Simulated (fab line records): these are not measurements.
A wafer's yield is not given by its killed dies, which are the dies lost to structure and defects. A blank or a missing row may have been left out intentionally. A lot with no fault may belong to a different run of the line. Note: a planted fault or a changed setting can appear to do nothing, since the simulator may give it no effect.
fab line records || flow gf180mcu
record: {"lots": 7, "wafers": 21, "last-day": 33}
route steps=602 shown NWELL@137 LVPWELL@138 MVPSD@139 VT_IMPLANT@140 DUAL_GATE@141
lots that met no fault: taken from a fault-free run of the same line
start-h: hours from the record's opening day to when the first of the lot's shown wafers began || wait-h: hours from the lot's prior step to this one || " as in the row above || L1.1+2: a single row standing in for several wafers || - no value, or no start was given || * or withheld: withheld || < > ~ a bound
route shown NAME@n: names a module that has steps shown in the file, with the first one's number in the route || usual: the fault-free wafers' mean and standard deviation || same: alike in all rows || chamber/n: place in a boat || sites: per-site readings || _std_site: standard deviation across them || _edge_site: inner sites' mean taken away from outer sites' mean || radius-mm: how far each site lies from the wafer's centre || mask NAME#n: copy n || behind: tool/chamber where the wafer was last shaped || hold: the reason the lot was held/the length of the hold in hours/how it ended || device: which transistor (n, p or np) failed to switch || end of line: at the end of the route, the tests of the same wafers || a step given without rows: its recipe and nothing more || killed: count of dies lost to structure and defects at first sort (not the wafer's yield) || map: shows each die of a wafer: x if killed, . if not, _ if none is there
set.NAME: the setting the step ran with; set.NAME@STEP: the setting that earlier step ran with || model.NAME: the simulator's own value behind a step, which no gauge read
lots at some steps of the route; a table a step, a row a wafer
services: the hour from which a tool's chamber was out of use, counted from the record's first day as start-h (under 0 if before that day), plus the number of hours and why
== steps ==
step: GF_VT_IMPLANT_RS_MEAS_47
recipe: {"thk-meas-gauge": "four-point-probe"}
usual: {"NWELL_RS": "487.1/1.1"}
{"lot.wafer": "L691.2", "tool": "film-metro-02", "chamber": "-", "start-h": 169.19, "wait-h": 0.1, "NWELL_RS[ohm/sq]": 487.1}
{"lot.wafer": "L691.4", "tool": "film-metro-02", "chamber": "-", "start-h": 169.19, "wait-h": 0.1, "NWELL_RS[ohm/sq]": 486.9}
{"lot.wafer": "L691.5", "tool": "film-metro-02", "chamber": "-", "start-h": 169.19, "wait-h": 0.1, "NWELL_RS[ohm/sq]": 487.8}
{"lot.wafer": "L692.1", "tool": "film-metro-01", "chamber": "-", "start-h": 175.88, "wait-h": 0.1, "NWELL_RS[ohm/sq]": 487.0}
{"lot.wafer": "L692.2", "tool": "film-metro-01", "chamber": "-", "start-h": 175.88, "wait-h": 0.1, "NWELL_RS[ohm/sq]": 487.5}
{"lot.wafer": "L692.6", "tool": "film-metro-01", "chamber": "-", "start-h": 175.88, "wait-h": 0.1, "NWELL_RS[ohm/sq]": 487.2}
{"lot.wafer": "L693.2", "tool": "film-metro-03", "chamber": "-", "start-h": 181.65, "wait-h": 0.1, "NWELL_RS[ohm/sq]": 486.7}
{"lot.wafer": "L693.3", "tool": "film-metro-03", "chamber": "-", "start-h": 181.65, "wait-h": 0.1, "NWELL_RS[ohm/sq]": 488.3}
{"lot.wafer": "L693.4", "tool": "film-metro-03", "chamber": "-", "start-h": 181.65, "wait-h": 0.1, "NWELL_RS[ohm/sq]": 486.4}
{"lot.wafer": "L695.2", "tool": "film-metro-01", "chamber": "-", "start-h": 197.11, "wait-h": 0.1, "NWELL_RS[ohm/sq]": 488.4}
{"lot.wafer": "L695.3", "tool": "film-metro-01", "chamber": "-", "start-h": 197.11, "wait-h": 0.1, "NWELL_RS[ohm/sq]": 486.3}
{"lot.wafer": "L695.4", "tool": "film-metro-01", "chamber": "-", "start-h": 197.11, "wait-h": 0.1, "NWELL_RS[ohm/sq]": 486.6}
{"lot.wafer": "L700.2", "tool": "film-metro-01", "chamber": "-", "start-h": 238.11, "wait-h": 0.1, "NWELL_RS[ohm/sq]": 487.4}
{"lot.wafer": "L700.5", "tool": "film-metro-01", "chamber": "-", "start-h": 238.11, "wait-h": 0.1, "NWELL_RS[ohm/sq]": 486.8}
{"lot.wafer": "L700.6", "tool": "film-metro-01", "chamber": "-", "start-h": 238.11, "wait-h": 0.1, "NWELL_RS[ohm/sq]": 486.4}
{"lot.wafer": "L704.1", "tool": "film-metro-01", "chamber": "-", "start-h": 260.69, "wait-h": 0.1, "NWELL_RS[ohm/sq]": 487.4}
{"lot.wafer": "L704.2", "tool": "film-metro-01", "chamber": "-", "start-h": 260.69, "wait-h": 0.1, "NWELL_RS[ohm/sq]": 486.4}
{"lot.wafer": "L704.3", "tool": "film-metro-01", "chamber": "-", "start-h": 260.69, "wait-h": 0.1, "NWELL_RS[ohm/sq]": 487.0}
{"lot.wafer": "L706.1", "tool": "film-metro-02", "chamber": "-", "start-h": 274.63, "wait-h": 0.1, "NWELL_RS[ohm/sq]": 485.8}
{"lot.wafer": "L706.2", "tool": "film-metro-02", "chamber": "-", "start-h": 274.63, "wait-h": 0.1, "NWELL_RS[ohm/sq]": 486.4}
{"lot.wafer": "L706.3", "tool": "film-metro-02", "chamber": "-", "start-h": 274.63, "wait-h": 0.1, "NWELL_RS[ohm/sq]": 486.4}
step: GF_VT_IMPLANT_RS_MEAS_48
recipe: {"thk-meas-gauge": "four-point-probe"}
usual: {"LVPWELL_RS": "1194.9/2.8"}
{"lot.wafer": "L691.2", "tool": "film-metro-02", "chamber": "-", "start-h": 169.31, "wait-h": 0.1, "LVPWELL_RS[ohm/sq]": 1197.6}
{"lot.wafer": "L691.4", "tool": "film-metro-02", "chamber": "-", "start-h": 169.31, "wait-h": 0.1, "LVPWELL_RS[ohm/sq]": 1195.2}
{"lot.wafer": "L691.5", "tool": "film-metro-02", "chamber": "-", "start-h": 169.31, "wait-h": 0.1, "LVPWELL_RS[ohm/sq]": 1193.4}
{"lot.wafer": "L692.1", "tool": "film-metro-01", "chamber": "-", "start-h": 176.00, "wait-h": 0.1, "LVPWELL_RS[ohm/sq]": 1195.8}
{"lot.wafer": "L692.2", "tool": "film-metro-01", "chamber": "-", "start-h": 176.00, "wait-h": 0.1, "LVPWELL_RS[ohm/sq]": 1195.8}
{"lot.wafer": "L692.6", "tool": "film-metro-01", "chamber": "-", "start-h": 176.00, "wait-h": 0.1, "LVPWELL_RS[ohm/sq]": 1189.4}
{"lot.wafer": "L693.2", "tool": "film-metro-03", "chamber": "-", "start-h": 181.77, "wait-h": 0.1, "LVPWELL_RS[ohm/sq]": 1195.9}
{"lot.wafer": "L693.3", "tool": "film-metro-03", "chamber": "-", "start-h": 181.77, "wait-h": 0.1, "LVPWELL_RS[ohm/sq]": 1193.2}
{"lot.wafer": "L693.4", "tool": "film-metro-03", "chamber": "-", "start-h": 181.77, "wait-h": 0.1, "LVPWELL_RS[ohm/sq]": 1194.1}
{"lot.wafer": "L695.2", "tool": "film-metro-01", "chamber": "-", "start-h": 197.23, "wait-h": 0.1, "LVPWELL_RS[ohm/sq]": 1190.5}
{"lot.wafer": "L695.3", "tool": "film-metro-01", "chamber": "-", "start-h": 197.23, "wait-h": 0.1, "LVPWELL_RS[ohm/sq]": 1191.5}
{"lot.wafer": "L695.4", "tool": "film-metro-01", "chamber": "-", "start-h": 197.23, "wait-h": 0.1, "LVPWELL_RS[ohm/sq]": 1194.2}
{"lot.wafer": "L700.2", "tool": "film-metro-01", "chamber": "-", "start-h": 238.23, "wait-h": 0.1, "LVPWELL_RS[ohm/sq]": 1192.4}
{"lot.wafer": "L700.5", "tool": "film-metro-01", "chamber": "-", "start-h": 238.23, "wait-h": 0.1, "LVPWELL_RS[ohm/sq]": 1191.8}
{"lot.wafer": "L700.6", "tool": "film-metro-01", "chamber": "-", "start-h": 238.23, "wait-h": 0.1, "LVPWELL_RS[ohm/sq]": 1193.9}
{"lot.wafer": "L704.1", "tool": "film-metro-01", "chamber": "-", "start-h": 260.81, "wait-h": 0.1, "LVPWELL_RS[ohm/sq]": 1195.4}
{"lot.wafer": "L704.2", "tool": "film-metro-01", "chamber": "-", "start-h": 260.81, "wait-h": 0.1, "LVPWELL_RS[ohm/sq]": 1196.7}
{"lot.wafer": "L704.3", "tool": "film-metro-01", "chamber": "-", "start-h": 260.81, "wait-h": 0.1, "LVPWELL_RS[ohm/sq]": 1193.7}
{"lot.wafer": "L706.1", "tool": "film-metro-02", "chamber": "-", "start-h": 274.75, "wait-h": 0.1, "LVPWELL_RS[ohm/sq]": 1194.0}
{"lot.wafer": "L706.2", "tool": "film-metro-02", "chamber": "-", "start-h": 274.75, "wait-h": 0.1, "LVPWELL_RS[ohm/sq]": 1192.6}
{"lot.wafer": "L706.3", "tool": "film-metro-02", "chamber": "-", "start-h": 274.75, "wait-h": 0.1, "LVPWELL_RS[ohm/sq]": 1195.3}
step: GF_VT_IMPLANT_RS_MEAS_49
recipe: {"thk-meas-gauge": "four-point-probe"}
usual: {"MVPSD_RS": "1166.4/2.7"}
{"lot.wafer": "L691.2", "tool": "film-metro-02", "chamber": "-", "start-h": 169.43, "wait-h": 0.1, "MVPSD_RS[ohm/sq]": 1172.1}
{"lot.wafer": "L691.4", "tool": "film-metro-02", "chamber": "-", "start-h": 169.43, "wait-h": 0.1, "MVPSD_RS[ohm/sq]": 1174.4}
{"lot.wafer": "L691.5", "tool": "film-metro-02", "chamber": "-", "start-h": 169.43, "wait-h": 0.1, "MVPSD_RS[ohm/sq]": 1169.5}
{"lot.wafer": "L692.1", "tool": "film-metro-01", "chamber": "-", "start-h": 176.12, "wait-h": 0.1, "MVPSD_RS[ohm/sq]": 1168.2}
{"lot.wafer": "L692.2", "tool": "film-metro-01", "chamber": "-", "start-h": 176.12, "wait-h": 0.1, "MVPSD_RS[ohm/sq]": 1169.6}
{"lot.wafer": "L692.6", "tool": "film-metro-01", "chamber": "-", "start-h": 176.12, "wait-h": 0.1, "MVPSD_RS[ohm/sq]": 1170.2}
{"lot.wafer": "L693.2", "tool": "film-metro-03", "chamber": "-", "start-h": 181.89, "wait-h": 0.1, "MVPSD_RS[ohm/sq]": 1170.9}
{"lot.wafer": "L693.3", "tool": "film-metro-03", "chamber": "-", "start-h": 181.89, "wait-h": 0.1, "MVPSD_RS[ohm/sq]": 1168.0}
{"lot.wafer": "L693.4", "tool": "film-metro-03", "chamber": "-", "start-h": 181.89, "wait-h": 0.1, "MVPSD_RS[ohm/sq]": 1169.2}
{"lot.wafer": "L695.2", "tool": "film-metro-01", "chamber": "-", "start-h": 197.35, "wait-h": 0.1, "MVPSD_RS[ohm/sq]": 1167.6}
{"lot.wafer": "L695.3", "tool": "film-metro-01", "chamber": "-", "start-h": 197.35, "wait-h": 0.1, "MVPSD_RS[ohm/sq]": 1165.5}
{"lot.wafer": "L695.4", "tool": "film-metro-01", "chamber": "-", "start-h": 197.35, "wait-h": 0.1, "MVPSD_RS[ohm/sq]": 1162.6}
{"lot.wafer": "L700.2", "tool": "film-metro-01", "chamber": "-", "start-h": 238.35, "wait-h": 0.1, "MVPSD_RS[ohm/sq]": 1163.9}
{"lot.wafer": "L700.5", "tool": "film-metro-01", "chamber": "-", "start-h": 238.35, "wait-h": 0.1, "MVPSD_RS[ohm/sq]": 1166.0}
{"lot.wafer": "L700.6", "tool": "film-metro-01", "chamber": "-", "start-h": 238.35, "wait-h": 0.1, "MVPSD_RS[ohm/sq]": 1165.1}
{"lot.wafer": "L704.1", "tool": "film-metro-01", "chamber": "-", "start-h": 260.93, "wait-h": 0.1, "MVPSD_RS[ohm/sq]": 1165.1}
{"lot.wafer": "L704.2", "tool": "film-metro-01", "chamber": "-", "start-h": 260.93, "wait-h": 0.1, "MVPSD_RS[ohm/sq]": 1169.3}
{"lot.wafer": "L704.3", "tool": "film-metro-01", "chamber": "-", "start-h": 260.93, "wait-h": 0.1, "MVPSD_RS[ohm/sq]": 1166.6}
{"lot.wafer": "L706.1", "tool": "film-metro-02", "chamber": "-", "start-h": 274.87, "wait-h": 0.1, "MVPSD_RS[ohm/sq]": 1168.9}
{"lot.wafer": "L706.2", "tool": "film-metro-02", "chamber": "-", "start-h": 274.87, "wait-h": 0.1, "MVPSD_RS[ohm/sq]": 1167.4}
{"lot.wafer": "L706.3", "tool": "film-metro-02", "chamber": "-", "start-h": 274.87, "wait-h": 0.1, "MVPSD_RS[ohm/sq]": 1166.5}
step: GF_VT_IMPLANT_WET_ETCH_50
recipe: {"chemistry": "dHF", "target-depth-nm": 20, "target": "SiO2", "temp-c": 25, "dilution": "100:1", "time-s": 400}
step: GF_DUAL_GATE_CLEAN_00
recipe: {"chemistry": "SC1/SC2", "mix": "1:4:20", "temp-c": 70, "time-s": 150}
step: GF_DUAL_GATE_CLEAN_01
recipe: {"chemistry": "dHF", "time-s": 20, "dilution": "100:1", "dry": "ipa-marangoni"}
step: GF_DUAL_GATE_OXIDATION_02
recipe: {"temp-c": 900, "ambient": "O2", "stabilise-s": 600, "purge-s": 300, "target-thk-a": 108.87, "ox-time-s": 1602}
step: GF_DUAL_GATE_THK_MEAS_03
recipe: {"reads": "SiO2_of_DUAL_GATE_OXIDATION_02"}
usual: {"DUAL_GATE_OXIDATION_00_THK": "10.96/0.21"}
{"lot.wafer": "L691.2", "tool": "film-metro-02", "chamber": "-", "start-h": 171.37, "wait-h": 0.0, "DUAL_GATE_OXIDATION_00_THK[nm]": 10.60}
{"lot.wafer": "L691.4", "tool": "film-metro-02", "chamber": "-", "start-h": 171.37, "wait-h": 0.0, "DUAL_GATE_OXIDATION_00_THK[nm]": 10.52}
{"lot.wafer": "L691.5", "tool": "film-metro-02", "chamber": "-", "start-h": 171.37, "wait-h": 0.0, "DUAL_GATE_OXIDATION_00_THK[nm]": 10.67}
{"lot.wafer": "L692.1", "tool": "film-metro-04", "chamber": "-", "start-h": 177.96, "wait-h": 0.0, "DUAL_GATE_OXIDATION_00_THK[nm]": 10.85}
{"lot.wafer": "L692.2", "tool": "film-metro-04", "chamber": "-", "start-h": 177.96, "wait-h": 0.0, "DUAL_GATE_OXIDATION_00_THK[nm]": 10.97}
{"lot.wafer": "L692.6", "tool": "film-metro-04", "chamber": "-", "start-h": 177.96, "wait-h": 0.0, "DUAL_GATE_OXIDATION_00_THK[nm]": 11.05}
{"lot.wafer": "L693.2", "tool": "film-metro-04", "chamber": "-", "start-h": 183.63, "wait-h": 0.0, "DUAL_GATE_OXIDATION_00_THK[nm]": 11.32}
{"lot.wafer": "L693.3", "tool": "film-metro-04", "chamber": "-", "start-h": 183.63, "wait-h": 0.0, "DUAL_GATE_OXIDATION_00_THK[nm]": 11.27}
{"lot.wafer": "L693.4", "tool": "film-metro-04", "chamber": "-", "start-h": 183.63, "wait-h": 0.0, "DUAL_GATE_OXIDATION_00_THK[nm]": 11.43}
{"lot.wafer": "L695.2", "tool": "film-metro-02", "chamber": "-", "start-h": 199.09, "wait-h": 0.0, "DUAL_GATE_OXIDATION_00_THK[nm]": 10.89}
{"lot.wafer": "L695.3", "tool": "film-metro-02", "chamber": "-", "start-h": 199.09, "wait-h": 0.0, "DUAL_GATE_OXIDATION_00_THK[nm]": 10.99}
{"lot.wafer": "L695.4", "tool": "film-metro-02", "chamber": "-", "start-h": 199.09, "wait-h": 0.0, "DUAL_GATE_OXIDATION_00_THK[nm]": 11.06}
{"lot.wafer": "L700.2", "tool": "film-metro-02", "chamber": "-", "start-h": 240.15, "wait-h": 0.0, "DUAL_GATE_OXIDATION_00_THK[nm]": 10.84}
{"lot.wafer": "L700.5", "tool": "film-metro-02", "chamber": "-", "start-h": 240.15, "wait-h": 0.0, "DUAL_GATE_OXIDATION_00_THK[nm]": 10.93}
{"lot.wafer": "L700.6", "tool": "film-metro-02", "chamber": "-", "start-h": 240.15, "wait-h": 0.0, "DUAL_GATE_OXIDATION_00_THK[nm]": 10.77}
{"lot.wafer": "L704.1", "tool": "film-metro-02", "chamber": "-", "start-h": 265.09, "wait-h": 0.0, "DUAL_GATE_OXIDATION_00_THK[nm]": 11.02}
{"lot.wafer": "L704.2", "tool": "film-metro-02", "chamber": "-", "start-h": 265.09, "wait-h": 0.0, "DUAL_GATE_OXIDATION_00_THK[nm]": 10.73}
{"lot.wafer": "L704.3", "tool": "film-metro-02", "chamber": "-", "start-h": 265.09, "wait-h": 0.0, "DUAL_GATE_OXIDATION_00_THK[nm]": 10.95}
{"lot.wafer": "L706.1", "tool": "film-metro-02", "chamber": "-", "start-h": 277.86, "wait-h": 0.0, "DUAL_GATE_OXIDATION_00_THK[nm]": 11.13}
{"lot.wafer": "L706.2", "tool": "film-metro-02", "chamber": "-", "start-h": 277.86, "wait-h": 0.0, "DUAL_GATE_OXIDATION_00_THK[nm]": 10.80}
{"lot.wafer": "L706.3", "tool": "film-metro-02", "chamber": "-", "start-h": 277.86, "wait-h": 0.0, "DUAL_GATE_OXIDATION_00_THK[nm]": 10.96}
step: GF_DUAL_GATE_DEHYDRATE_04
recipe: {"temp-c": 200, "time-s": 60}
step: GF_DUAL_GATE_HMDS_05
recipe: {"prime-time-s": 60, "prime-temp-c": 120}
step: GF_DUAL_GATE_COAT_06
recipe: {"resist": "NOVOLAK", "spin-rpm": 3000, "resist-thk-nm": 1000}
step: GF_DUAL_GATE_SOFTBAKE_07
recipe: {"temp-c": 90, "time-s": 60, "resist": "NOVOLAK"}
step: GF_DUAL_GATE_EXPOSE_08
recipe: {"mask-id": "Dualgate", "target-cd-nm": 700, "na": 0.6, "source-shape": "conventional", "sigma-outer": 0.6, "dose-mj": 140}
usual: {"exposure-dose-mJ-cm2": "139.99/0.14", "focus-offset-nm": "0.0/0.47"}
{"lot.wafer": "L691.2", "tool": "iline-stepper-02", "chamber": "-", "start-h": 179.35, "wait-h": "-", "mask": "Dualgate#0", "exposure-dose-mJ-cm2": "-", "focus-offset-nm": "-"}
{"lot.wafer": "L691.4", "tool": "iline-stepper-02", "chamber": "-", "start-h": 179.35, "wait-h": "-", "mask": "Dualgate#0", "exposure-dose-mJ-cm2": "-", "focus-offset-nm": "-"}
{"lot.wafer": "L691.5", "tool": "iline-stepper-02", "chamber": "-", "start-h": 179.35, "wait-h": "-", "mask": "Dualgate#0", "exposure-dose-mJ-cm2": "-", "focus-offset-nm": "-"}
{"lot.wafer": "L692.1", "tool": "iline-stepper-02", "chamber": "-", "start-h": 186.15, "wait-h": "-", "mask": "Dualgate#0", "exposure-dose-mJ-cm2": "-", "focus-offset-nm": "-"}
{"lot.wafer": "L692.2", "tool": "iline-stepper-02", "chamber": "-", "start-h": 186.15, "wait-h": "-", "mask": "Dualgate#0", "exposure-dose-mJ-cm2": "-", "focus-offset-nm": "-"}
{"lot.wafer": "L692.6", "tool": "iline-stepper-02", "chamber": "-", "start-h": 186.15, "wait-h": "-", "mask": "Dualgate#0", "exposure-dose-mJ-cm2": "-", "focus-offset-nm": "-"}
{"lot.wafer": "L693.2", "tool": "iline-stepper-02", "chamber": "-", "start-h": 191.99, "wait-h": "-", "mask": "Dualgate#0", "exposure-dose-mJ-cm2": "-", "focus-offset-nm": "-"}
{"lot.wafer": "L693.3", "tool": "iline-stepper-02", "chamber": "-", "start-h": 191.99, "wait-h": "-", "mask": "Dualgate#0", "exposure-dose-mJ-cm2": "-", "focus-offset-nm": "-"}
{"lot.wafer": "L693.4", "tool": "iline-stepper-02", "chamber": "-", "start-h": 191.99, "wait-h": "-", "mask": "Dualgate#0", "exposure-dose-mJ-cm2": "-", "focus-offset-nm": "-"}
{"lot.wafer": "L695.2", "tool": "iline-stepper-02", "chamber": 0, "start-h": 207.49, "wait-h": "-", "mask": "Dualgate#0", "exposure-dose-mJ-cm2": 139.78, "focus-offset-nm": 0.1}
{"lot.wafer": "L695.3", "tool": "iline-stepper-02", "chamber": 0, "start-h": 207.49, "wait-h": "-", "mask": "Dualgate#0", "exposure-dose-mJ-cm2": 139.69, "focus-offset-nm": 0.4}
{"lot.wafer": "L695.4", "tool": "iline-stepper-02", "chamber": 0, "start-h": 207.49, "wait-h": "-", "mask": "Dualgate#0", "exposure-dose-mJ-cm2": 139.88, "focus-offset-nm": -0.2}
{"lot.wafer": "L700.2", "tool": "iline-stepper-02", "chamber": 0, "start-h": 249.56, "wait-h": "-", "mask": "Dualgate#0", "exposure-dose-mJ-cm2": 140.11, "focus-offset-nm": -0.2}
{"lot.wafer": "L700.5", "tool": "iline-stepper-02", "chamber": 0, "start-h": 249.56, "wait-h": "-", "mask": "Dualgate#0", "exposure-dose-mJ-cm2": 140.07, "focus-offset-nm": -0.9}
{"lot.wafer": "L700.6", "tool": "iline-stepper-02", "chamber": 0, "start-h": 249.56, "wait-h": "-", "mask": "Dualgate#0", "exposure-dose-mJ-cm2": 139.99, "focus-offset-nm": -0.8}
{"lot.wafer": "L704.1", "tool": "iline-stepper-02", "chamber": 0, "start-h": 274.90, "wait-h": "-", "mask": "Dualgate#0", "exposure-dose-mJ-cm2": 139.96, "focus-offset-nm": 0.7}
{"lot.wafer": "L704.2", "tool": "iline-stepper-02", "chamber": 0, "start-h": 274.90, "wait-h": "-", "mask": "Dualgate#0", "exposure-dose-mJ-cm2": 139.84, "focus-offset-nm": 0.7}
{"lot.wafer": "L704.3", "tool": "iline-stepper-02", "chamber": 0, "start-h": 274.90, "wait-h": "-", "mask": "Dualgate#0", "exposure-dose-mJ-cm2": 139.93, "focus-offset-nm": -0.2}
{"lot.wafer": "L706.1", "tool": "iline-stepper-01", "chamber": 0, "start-h": 287.22, "wait-h": "-", "mask": "Dualgate#0", "exposure-dose-mJ-cm2": 140.03, "focus-offset-nm": -0.7}
{"lot.wafer": "L706.2", "tool": "iline-stepper-01", "chamber": 0, "start-h": 287.22, "wait-h": "-", "mask": "Dualgate#0", "exposure-dose-mJ-cm2": 140.01, "focus-offset-nm": 0.2}
{"lot.wafer": "L706.3", "tool": "iline-stepper-01", "chamber": 0, "start-h": 287.22, "wait-h": "-", "mask": "Dualgate#0", "exposure-dose-mJ-cm2": 139.85, "focus-offset-nm": -0.7}
step: GF_DUAL_GATE_PEB_09
recipe: {"temp-c": "withheld", "time-s": "*", "resist": "NOVOLAK"}
== services ==
{"tool": "iline-stepper-02", "chamber": 0, "start-h": 156.10, "hours": "-", "kind": "calibration"}
{"tool": "iline-stepper-02", "chamber": "-", "start-h": 168.68, "hours": 2.1, "kind": "pm"}
{"tool": "iline-stepper-02", "chamber": "-", "start-h": 170.77, "hours": "-", "kind": "consumable-replace:lamp"}
{"tool": "iline-stepper-01", "chamber": "-", "start-h": 179.81, "hours": 1.7, "kind": "pm"}
{"tool": "iline-stepper-02", "chamber": "-", "start-h": 217.71, "hours": 2.4, "kind": "repair"}
{"tool": "iline-stepper-02", "chamber": "-", "start-h": 232.11, "hours": 1.7, "kind": "pm"}
{"tool": "iline-stepper-01", "chamber": "-", "start-h": 247.44, "hours": 28.9, "kind": "pm"}
{"tool": "iline-stepper-01", "chamber": 0, "start-h": 280.73, "hours": "-", "kind": "calibration"}
== key ==
first-sign: {"step": "GF_DUAL_GATE_EXPOSE_08", "reading": "tool-record", "direction": "missing"}
effect none on later readings
met-at GF_DUAL_GATE_EXPOSE_08
struck-wafers L691.2,L691.4,L691.5,L692.1,L692.2,L692.6,L693.2,L693.3,L693.4
later-rows-left-out L691.2,L691.4,L691.5,L692.1,L692.2,L692.6,L693.2,L693.3,L693.4
sort-left-out L691.2,L691.4,L691.5,L692.1,L692.2,L692.6,L693.2,L693.3,L693.4
tester-left-out L691,L692,L693
fault: {"kind": "skipped-step-whole", "tool": "iline-stepper-02", "chamber": "-", "onset-h": 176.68, "steps": "GF_DUAL_GATE_EXPOSE_08", "scope": "struck-lots-only"}
tester-left-out: of these lots the tester's yield and bins aren't shown, on N5 and GAA mostly nor the transistor test; their killed dies are dies lost to structure and defects alone, not to doping, threshold or leakage, so they don't give the yield
sort-left-out: the simulated sort isn't trusted on such a fault, so these wafers' sort isn't shown, and their yield isn't known
later-rows-left-out: the simulator's readings of these wafers behind a module that went badly wrong aren't trusted and aren't shown, but for the sort
